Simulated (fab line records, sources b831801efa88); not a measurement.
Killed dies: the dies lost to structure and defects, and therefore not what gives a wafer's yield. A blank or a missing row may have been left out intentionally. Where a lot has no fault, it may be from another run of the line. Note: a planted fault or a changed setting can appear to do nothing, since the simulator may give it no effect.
Matching of chambers :: flow gf180mcu :: 3 sister chambers for GF_V1_STRIP_19 on wet bench-02
The step strips in post etch residue remover, time 1200 s. 6 wafers are shown with their chamber, then 7 later ones without.

WAFERS PAIRED WITH THEIR CHAMBERS
wafer: L762.3
chamber: 3
bath guard temp C (C): 73.3
bath heat duty pct (%): 15.3

wafer: L762.4
chamber: 3
bath guard temp C (C): 72.7
bath heat duty pct (%): 14.3

wafer: L774.5
chamber: 0
bath guard temp C (C): 72.2
bath heat duty pct (%): 15.5

wafer: L774.6
chamber: 0
bath guard temp C (C): 71.9
bath heat duty pct (%): 14.9

wafer: L775.1
chamber: 1
bath guard temp C (C): 71.5
bath heat duty pct (%): 15.0

wafer: L775.3
chamber: 1
bath guard temp C (C): 72.1
bath heat duty pct (%): 14.3

WAFERS WITH NO CHAMBER GIVEN
wafer: L775.6
bath guard temp C (C): 71.7
bath heat duty pct (%): 13.3

wafer: L776.1
bath guard temp C (C): 71.6
bath heat duty pct (%): 15.5

wafer: L776.2
bath guard temp C (C): 71.6
bath heat duty pct (%): 14.4

wafer: L776.5
bath guard temp C (C): 72.2
bath heat duty pct (%): 14.9

wafer: L777.1
bath guard temp C (C): 71.6
bath heat duty pct (%): 15.4

wafer: L777.5
bath guard temp C (C): 71.8
bath heat duty pct (%): 15.5

wafer: L777.6
bath guard temp C (C): 72.0
bath heat duty pct (%): 14.5

CHAMBER TAKEN BY EACH
wafer: L775.6
from the rows above: can't be placed: 1 or 0
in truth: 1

wafer: L776.1
from the rows above: can't be placed: 0 or 1
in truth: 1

wafer: L776.2
from the rows above: can't be placed: 1 or 0
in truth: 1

wafer: L776.5
from the rows above: can't be placed: 0 or 1 or 3
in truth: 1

wafer: L777.1
from the rows above: can't be placed: 0 or 1
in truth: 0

wafer: L777.5
from the rows above: can't be placed: 0 or 1
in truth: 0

wafer: L777.6
from the rows above: can't be placed: 1 or 0
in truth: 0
Correct placement for 0 of the 7. Can't be placed from these rows: 7 (the true chamber is among the candidates in 7). 0 placed wrongly.
How it was worked out, from the rows above alone: a wafer's distance from a chamber is the root of the sum, over the readings, of the square of ((its reading less the chamber's mean) divided by the reading's scatter). If the next closest chamber is less than 2 further off than the closest, the wafer can't be placed; otherwise it belongs to the closest. The mean given for a chamber averages the wafers shown for that chamber. The scatter: take each reading less its chamber's mean, square it, sum over the shown wafers, divide by the number of wafers less the number of chambers, and take the root.
